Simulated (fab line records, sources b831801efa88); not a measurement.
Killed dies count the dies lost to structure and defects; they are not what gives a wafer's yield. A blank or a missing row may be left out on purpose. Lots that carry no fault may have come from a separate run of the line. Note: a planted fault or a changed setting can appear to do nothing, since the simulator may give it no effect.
fab line records -- flow sky130
[record] lots = 4, wafers = 12, last_day = 50
route steps=708 shown GATE_OXIDE@192 POLY_GATE@204 RES_PROTECT@206 PAD_OPEN@708
lots that met no fault: taken from a fault-free run of the same line
start_h: start of the lot's first displayed wafer, in hours after the record's first day -- wait_h: time in hours since the lot's previous step -- " identical to the entry in the row above -- L1.1+2: a row that stands for several wafers -- - no value present, or no start provided -- * or withheld: withheld -- < > ~ a bound
route shown NAME@n: NAME is a module with steps in the file, n the number in the route of the first one -- usual: mean/standard deviation of fault-free wafers -- same: alike in all rows -- chamber/n: place in a boat -- sites: the reading at each site -- _std_site: the values' standard deviation -- _edge_site: mean of outer sites minus mean of inner sites -- radius_mm: for every site, how far away it sits from the centre of the wafer -- mask NAME#n: copy n -- behind: tool/chamber where the wafer was last shaped -- hold: reason for holding the lot/hours on hold/outcome of the hold -- device: transistor that didn't switch, given as n, p or np -- end of line: tests run on the same wafers once the route is complete -- a step with no rows: only its recipe -- killed: the dies lost at the first sort to structure and to defects; this is not the yield of the wafer -- map: dies across one wafer; x = killed, . = not, _ = none there
set.NAME: setting as actually run; set.NAME@STEP: the setting as run at that earlier step -- model.NAME: the simulator's own value behind a step, which no gauge read
lots at selected steps of the route; one table per step, one row per wafer
services: from which hour (start_h, from the record's first day; less than 0 if before it) a tool's chamber was out of use, for how many hours, and why
[[steps]]
[step SKY_GATE_OXIDE_COAT_05]
[recipe] resist = NOVOLAK, spin_rpm = 3000, resist_thk_nm = 1140
[step SKY_GATE_OXIDE_SOFTBAKE_06]
[recipe] temp_c = 90, time_s = 60, resist = NOVOLAK
[step SKY_GATE_OXIDE_EXPOSE_07]
[recipe] mask_id = LVOM, na = 0.6, source_shape = conventional, sigma_outer = 0.6, polarization = unpolarized, target_cd_nm = 600, dose_mj = 170
[step SKY_GATE_OXIDE_PEB_08]
[recipe] temp_c = withheld, time_s = *, resist = NOVOLAK
[step SKY_GATE_OXIDE_DEVELOP_09]
[recipe] resist = NOVOLAK, developer = TMAH, develop_time_s = 60, dev_temp_c = 23
[step SKY_GATE_OXIDE_IMPLANT_11]
[recipe] species = B, energy_kev = 10, dose_cm2 = 2.568e+12, tilt_deg = withheld
[step SKY_GATE_OXIDE_WET_ETCH_12]
[recipe] chemistry = dHF, target_depth_nm = 16.8, dry = n2_spin, target = SiO2, dilution = 100:1, temp_c = 25, time_s = 336
[step SKY_GATE_OXIDE_STRIP_13]
[recipe] chemistry = O2/N2, power_w = 1400, pressure_mtorr = 1500, platen_temp_c = withheld, o2_flow_sccm = 3000, n2_flow_sccm = 300, overash_fraction = 0.5
[step SKY_GATE_OXIDE_CLEAN_15]
[recipe] chemistry = SC1/SC2, mix = 1:4:20, temp_c = 70, time_s = 150, dry = n2_spin
[step SKY_GATE_OXIDE_OXIDATION_16]
[recipe] temp_c = 800, ambient = O2, idle_temp_c = 700, ramp_up_c_per_min = 10, ramp_down_c_per_min = 3, stabilise_s = 600, purge_s = 300, target_thk_a = 35.7, ox_time_s = 1915
[step SKY_POLY_GATE_CVD_00]
[recipe] material = poly-Si, target_thk_nm = 180, temp_c = 620, time_s = 720, pressure_mtorr = 200
[usual] spike_tc_bottom_C = 639/3.2, spike_tc_centre_C = 620.7/1, spike_tc_lower_C = 620.3/1.6, spike_tc_top_C = 636.7/1.2, spike_tc_upper_C = 619.9/1.1, susceptor_temp_C = 620.04/0.29, zone_power_bottom_pct = 13.3/0.62, zone_power_top_pct = 21/3.2
lot.wafer,tool,chamber,start_h,wait_h,spike_tc_bottom_C,spike_tc_centre_C,spike_tc_lower_C,spike_tc_top_C,spike_tc_upper_C,susceptor_temp_C,zone_power_bottom_pct,zone_power_top_pct,model.poly-Si_of_POLY_GATE_CVD_00.thk_nm
L560.2,lpcvd-01,0,356.06,0.0,620,594.7,593.9,612.8,595.2,594.89,12.9,16,98.39
L560.3,lpcvd-01,0,356.06,0.0,617,596.9,593.1,612.8,595.1,595.43,13.1,16,97.82
L560.4,lpcvd-01,0,356.06,0.0,618,595.2,591.4,613.4,596.0,595.23,12.8,16,97.41
L561.2,lpcvd-01,0,376.73,0.0,617,596.2,593.1,613.6,594.1,594.67,12.8,16,99.06
L561.3,lpcvd-01,0,376.73,0.0,619,596.2,592.6,613.6,594.7,594.60,13.3,16,100.2
L561.4,lpcvd-01,0,376.73,0.0,619,593.9,593.4,612.1,595.2,594.58,13.1,16,99.16
L573.1,lpcvd-01,1,471.76,0.3,638,621.8,621.2,636.7,619.2,620.00,13.0,23,178.4
L573.5,lpcvd-01,1,471.76,0.3,637,620.0,620.3,637.0,618.4,620.34,12.7,24,178.4
L573.6,lpcvd-01,1,471.76,0.3,638,620.2,622.2,635.8,622.2,619.94,13.1,23,179.4
L575.3,lpcvd-01,1,484.75,0.0,638,621.1,621.5,635.5,620.0,619.93,12.9,24,179.8
L575.4,lpcvd-01,1,484.75,0.0,637,622.5,622.1,635.5,621.8,620.18,12.8,24,179.4
L575.5,lpcvd-01,1,484.75,0.0,638,619.7,622.7,635.0,618.9,619.95,12.6,24,180.3
[step SKY_POLY_GATE_THK_MEAS_01]
[recipe] reads = poly-Si_of_POLY_GATE_CVD_00
[usual] POLY_GATE_CVD_00_THK = 179.8/1.5
lot.wafer,tool,chamber,start_h,wait_h,POLY_GATE_CVD_00_THK[nm]
L560.2,film_metro-02,-,357.27,0.0,98.3
L560.3,film_metro-02,-,357.27,0.0,97.8
L560.4,film_metro-02,-,357.27,0.0,97.4
L561.2,film_metro-04,-,377.94,0.0,99.1
L561.3,film_metro-04,-,377.94,0.0,100.2
L561.4,film_metro-04,-,377.94,0.0,99.2
L573.1,film_metro-02,-,472.96,0.0,178.5
L573.5,film_metro-02,-,472.96,0.0,178.5
L573.6,film_metro-02,-,472.96,0.0,179.2
L575.3,film_metro-01,-,485.97,0.0,179.9
L575.4,film_metro-01,-,485.97,0.0,179.4
L575.5,film_metro-01,-,485.97,0.0,180.3
[step SKY_RES_PROTECT_DEHYDRATE_00]
[recipe] temp_c = 200, time_s = 60
[step SKY_RES_PROTECT_HMDS_01]
[recipe] prime_time_s = 60, prime_temp_c = 120
[step SKY_RES_PROTECT_COAT_02]
[recipe] resist = NOVOLAK, spin_rpm = 3000, resist_thk_nm = 1140
[step SKY_RES_PROTECT_SOFTBAKE_03]
[recipe] temp_c = 90, time_s = 60, resist = NOVOLAK
[step SKY_RES_PROTECT_EXPOSE_04]
[recipe] mask_id = RPM, na = 0.6, source_shape = conventional, sigma_outer = 0.6, polarization = unpolarized, target_cd_nm = 1270, dose_mj = 131
[step SKY_RES_PROTECT_PEB_05]
[recipe] temp_c = withheld, time_s = *, resist = NOVOLAK
[step SKY_RES_PROTECT_DEVELOP_06]
[recipe] resist = NOVOLAK, developer = TMAH, develop_time_s = 60, dev_temp_c = 23
[step SKY_POLY_GATE_IMPLANT_02]
[recipe] species = P, energy_kev = 29.64, dose_cm2 = 7.7e+15, tilt_deg = 0
[step SKY_RES_PROTECT_STRIP_07]
[recipe] chemistry = O2/N2, power_w = 1400, pressure_mtorr = 1500, platen_temp_c = withheld, o2_flow_sccm = 3000, n2_flow_sccm = 300, overash_fraction = 0.5
[step SKY_RES_PROTECT_CLEAN_09]
[recipe] chemistry = SC1/SC2, mix = 1:4:20, temp_c = 70, time_s = 150, dry = n2_spin
lot.wafer,tool,chamber,start_h,wait_h,model.poly-Si_of_POLY_GATE_CVD_00.thk_nm
L560.2,wet_bench-03,3,384.98,0.0,97.77
L560.3,wet_bench-03,3,384.98,0.0,97.2
L560.4,wet_bench-03,3,384.98,0.0,96.78
L561.2,wet_bench-01,3,406.43,0.0,98.43
L561.3,wet_bench-01,3,406.43,0.0,99.53
L561.4,wet_bench-01,3,406.43,0.0,98.53
L573.1,wet_bench-04,0,504.17,0.1,177.8
L573.5,wet_bench-04,0,504.17,0.1,177.7
L573.6,wet_bench-04,0,504.17,0.1,178.8
L575.3,wet_bench-04,3,517.23,0.0,179.2
L575.4,wet_bench-04,3,517.23,0.0,178.8
L575.5,wet_bench-04,3,517.23,0.0,179.6
[step SKY_POLY_GATE_CVD_03]
[recipe] material = Si3N4, precursor = DCS/NH3, target_thk_nm = 75, temp_c = 770, time_s = 1290, pressure_mtorr = 250
[step SKY_POLY_GATE_DEHYDRATE_05]
[recipe] temp_c = 200, time_s = 60
[step SKY_POLY_GATE_HMDS_06]
[recipe] prime_time_s = 60, prime_temp_c = 120
[step SKY_POLY_GATE_COAT_07]
[recipe] resist = BARC, temp_c = withheld, time_s = withheld, spin_rpm = 3000, resist_thk_nm = 110
[step SKY_POLY_GATE_COAT_08]
[recipe] resist = KrF-thick, spin_rpm = 3000, resist_thk_nm = 450
[step SKY_POLY_GATE_SOFTBAKE_09]
[recipe] temp_c = 100, time_s = 90, resist = KrF-thick
[step SKY_POLY_GATE_EXPOSE_10]
[recipe] mask_id = P1M, na = 0.68, source_shape = conventional, sigma_outer = 0.6, target_cd_nm = 150, dose_mj = 28
[step SKY_POLY_GATE_PEB_11]
[recipe] peb_temp_c = withheld, peb_time_s = withheld, resist = KrF-thick
[step SKY_POLY_GATE_DEVELOP_12]
[recipe] develop_time_s = 60, resist = KrF-thick, dev_temp_c = 21
[step SKY_POLY_GATE_ETCH_15]
[recipe] chemistry = N2/H2, target = BARC, ion_energy_ev = 200, source_w = 500, bias_w = 100, pressure_mtorr = 30, n2_flow_sccm = 100, h2_flow_sccm = 200, stop_on = SiO2, time_s = 118.5, target_depth_a = 1100
[step SKY_POLY_GATE_ETCH_16]
[recipe] stop_on = poly-Si, chemistry = CH3F/O2, target = Si3N4, source_w = 400, bias_w = 80, pressure_mtorr = 25, ch3f_flow_sccm = 40, O2_flow_sccm = 30, time_s = 147.5, target_depth_a = 750
[step SKY_POLY_GATE_ETCH_17]
[recipe] target_depth_nm = 180, stop_on = SiO2, over_etch_frac = 0.56667, chemistry = HBr/Cl2, target = poly-Si, icp_w = 400, bias_w = 100, pressure_mtorr = 10, HBr_flow_sccm = 150, Cl2_flow_sccm = 50, time_s = 70.5
[usual] drypump_motor_current_A = 5.4/0.47, oes_product_au = 0.985/0.007, throttle_valve_pct = 33.683/0.0096
lot.wafer,tool,chamber,start_h,wait_h,drypump_motor_current_A,oes_product_au,rf_hours_counter_h,throttle_valve_pct,model.etch.depth_nm,model.POLY_GATE.feature_depth_nm
L560.2,rie_si-02,0,417.06,0.0,4.7,0.667,3,33.698,97.77,97.77
L560.3,rie_si-02,1,417.06,0.0,5.8,0.670,37,33.677,97.2,97.2
L560.4,rie_si-02,2,417.06,0.0,5.5,0.660,0,33.686,96.78,96.78
L561.2,rie_si-01,1,438.86,0.0,6.0,0.672,2,33.681,98.43,98.43
L561.3,rie_si-01,2,438.86,0.0,5.0,0.680,20,33.699,99.53,99.53
L561.4,rie_si-01,0,438.86,0.0,5.6,0.671,-,33.677,98.53,98.53
L573.1,rie_si-01,2,536.26,0.0,5.0,0.989,21,33.703,177.8,177.8
L573.5,rie_si-01,1,536.26,0.0,6.0,0.978,-,33.690,177.1,177.1
L573.6,rie_si-01,2,536.26,0.0,5.0,0.991,-,33.674,178.8,178.8
L575.3,rie_si-01,3,549.11,0.0,6.1,0.983,0,33.675,179.2,179.2
L575.4,rie_si-01,2,549.11,0.0,5.0,0.987,-,33.690,178.8,178.8
L575.5,rie_si-01,3,549.11,0.0,6.1,0.993,-,33.682,179.3,179.3
[step SKY_POLY_GATE_STRIP_18]
[recipe] chemistry = O2/N2, power_w = 1400, pressure_mtorr = 1500, platen_temp_c = withheld, o2_flow_sccm = 3000, n2_flow_sccm = 300, overash_fraction = 0.5
[step SKY_PAD_OPEN_PROBE_99]
[usual] killed_at_M0_to_M3 = 44/7.1, killed_at_M4_up = 3/1.6, killed_at_contacts = 24/5.4, killed_at_front_end = 15/4.7, killed_at_other = 0.3/0.51, killed_dies = 87/9.9, killed_open = 48/7.6, killed_short = 39/6.3
[same] gross_dies = 492, killed_at_back_side = 0
lot.wafer,tool,chamber,start_h,wait_h,killed_at_M0_to_M3,killed_at_M4_up,killed_at_contacts,killed_at_front_end,killed_at_other,killed_dies,killed_open,killed_short
L560.2,prober-01,-,1130.64,0.1,52,4,26,16,1,99,58,41
L560.3,prober-01,-,1130.69,0.2,48,3,29,8,0,88,44,44
L560.4,prober-01,-,1130.74,0.2,38,3,21,14,0,76,45,31
L561.2,prober-02,-,1132.25,0.1,36,3,23,13,0,75,37,38
L561.3,prober-02,-,1132.30,0.2,36,1,25,28,1,91,54,37
L561.4,prober-02,-,1132.35,0.2,33,7,28,17,0,85,51,34
L575.3,prober-02,-,1188.74,0.2,26,3,16,17,0,62,34,28
L575.4,prober-02,-,1188.79,0.2,40,2,31,25,1,99,57,42
L575.5,prober-02,-,1188.84,0.2,40,3,25,16,0,84,44,40
// killed by level:class
L560.2 VIA1:geometric_particle:open=15 CONTACT:geometric_particle:open=9 VIA3:geometric_particle:open=8 POLY_GATE:geometric_particle:open=7 LI_CONTACT:geometric_particle:open=7 METAL1:geometric_particle:short=7 METAL2:geometric_particle:short=6 LOCAL_INTERCONNECT:geometric_particle:short=5
L560.3 METAL1:geometric_particle:short=11 VIA1:geometric_particle:open=9 LI_CONTACT:geometric_particle:open=8 CONTACT:geometric_particle:open=8 METAL2:geometric_particle:short=8 VIA1:geometric_particle:short=6 CONTACT:geometric_particle:short=5 VIA3:geometric_particle:open=5
L560.4 CONTACT:geometric_particle:open=11 VIA1:geometric_particle:open=11 METAL2:geometric_particle:short=5 VIA2:geometric_particle:short=5 VIA2:geometric_particle:open=5 FIELD_ISO:geometric_particle:open=4 LI_CONTACT:geometric_particle:open=4 METAL1:geometric_particle:short=4
L561.2 VIA1:geometric_particle:open=12 LI_CONTACT:geometric_particle:open=11 METAL1:geometric_particle:short=8 POLY_GATE:geometric_particle:short=5 CONTACT:geometric_particle:short=5 VIA2:geometric_particle:open=5 VIA3:geometric_particle:short=4 LOCAL_INTERCONNECT:geometric_particle:short=4
L561.3 CONTACT:geometric_particle:open=12 VIA1:geometric_particle:open=10 VIA3:geometric_particle:open=8 POLY_GATE:geometric_particle:open=6 SPACER:geometric_particle:short=6 FIELD_ISO:geometric_particle:short=5 LI_CONTACT:geometric_particle:open=5 POLY_GATE:geometric_particle:short=4
L561.4 VIA1:geometric_particle:open=11 CONTACT:geometric_particle:open=8 VIA2:geometric_particle:open=8 LOCAL_INTERCONNECT:geometric_particle:short=6 POLY_GATE:geometric_particle:short=5 LI_CONTACT:geometric_particle:open=4 CONTACT:geometric_particle:short=4 VIA3:geometric_particle:open=4
L575.3 CONTACT:geometric_particle:open=6 POLY_GATE:geometric_particle:open=5 VIA1:geometric_particle:open=5 FIELD_ISO:geometric_particle:short=4 CONTACT:geometric_particle:short=4 VIA2:geometric_particle:open=4 VIA3:geometric_particle:open=4 FIELD_ISO:geometric_particle:open=3
L575.4 LI_CONTACT:geometric_particle:open=11 POLY_GATE:geometric_particle:open=8 VIA3:geometric_particle:open=8 VIA1:geometric_particle:open=8 LI_CONTACT:geometric_particle:short=6 CONTACT:geometric_particle:open=6 METAL2:geometric_particle:short=6 FIELD_ISO:geometric_particle:open=5
L575.5 CONTACT:geometric_particle:open=8 CONTACT:geometric_particle:short=7 VIA1:geometric_particle:open=7 METAL2:geometric_particle:short=6 VIA2:geometric_particle:open=6 FIELD_ISO:geometric_particle:open=5 LI_CONTACT:geometric_particle:open=5 METAL1:geometric_particle:short=5
[[services]]
tool,chamber,start_h,hours,kind
rie_si-02,-,341.38,0.1,repair
rie_si-02,2,345.63,6.5,repair
rie_si-02,-,345.80,1.0,repair
rie_si-02,2,352.18,-,clean
rie_si-02,2,352.18,21.4,scheduled_down
rie_si-02,2,352.18,21.4,vent_cycle
rie_si-02,1,366.42,5.2,repair
wet_bench-01,-,387.27,6.5,repair
rie_si-01,3,422.96,-,clean
rie_si-01,3,422.96,26.4,scheduled_down
rie_si-01,3,422.96,26.4,vent_cycle
rie_si-02,3,430.95,-,clean
rie_si-02,3,430.95,14.3,scheduled_down
rie_si-02,3,430.95,14.3,vent_cycle
rie_si-02,-,437.55,0.3,repair
rie_si-02,0,440.54,4.9,repair
wet_bench-03,-,474.52,7.4,repair
rie_si-01,1,504.66,2.7,repair
rie_si-01,0,507.37,-,clean
rie_si-01,0,507.37,14.8,scheduled_down
rie_si-01,0,507.37,14.8,vent_cycle
wet_bench-01,-,509.20,2.4,repair
wet_bench-01,-,530.09,1.5,repair
rie_si-01,0,548.98,42.4,repair
[[key]]
[first_sign] step = SKY_POLY_GATE_CVD_00, reading = susceptor_temp_C, direction = down, sigmas = 85, usual = *, struck = *
[effect] step = SKY_POLY_GATE_CVD_00, reading = spike_tc_centre_C, direction = down, sigmas = 24, usual = 620.7, struck = 595.5
[effect] step = SKY_POLY_GATE_THK_MEAS_01, reading = POLY_GATE_CVD_00_THK, direction = down, sigmas = 54, usual = 179.8, struck = 98.7
[effect] step = SKY_POLY_GATE_ETCH_17, reading = oes_product_au, direction = down, sigmas = 45, usual = 0.985, struck = 0.670
[model_effect] step = SKY_POLY_GATE_CVD_00, value = poly-Si_of_POLY_GATE_CVD_00.thk_nm, without = 180.3, struck = 98.67
[model_effect] step = SKY_RES_PROTECT_CLEAN_09, value = poly-Si_of_POLY_GATE_CVD_00.thk_nm, without = 179.7, struck = 98.04
[model_effect] step = SKY_POLY_GATE_ETCH_17, value = etch.depth_nm, without = 179.5, struck = 98.04
met_at SKY_POLY_GATE_CVD_00
struck_wafers L560.2,L560.3,L560.4,L561.2,L561.3,L561.4
tester_left_out L560,L561
[fault] kind = process_parameter_drift, tool = lpcvd-01, chamber = -, onset_h = 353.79, steps = SKY_POLY_GATE_CVD_00, channel = temp_c, offset = *, shape = step, end_h = 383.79, stated = *
// tester_left_out: of these lots the tester's yield and bins aren't shown, on N5 and GAA mostly nor the transistor test; their killed dies are dies lost to structure and defects alone, not to doping, threshold or leakage, so they don't give the yield
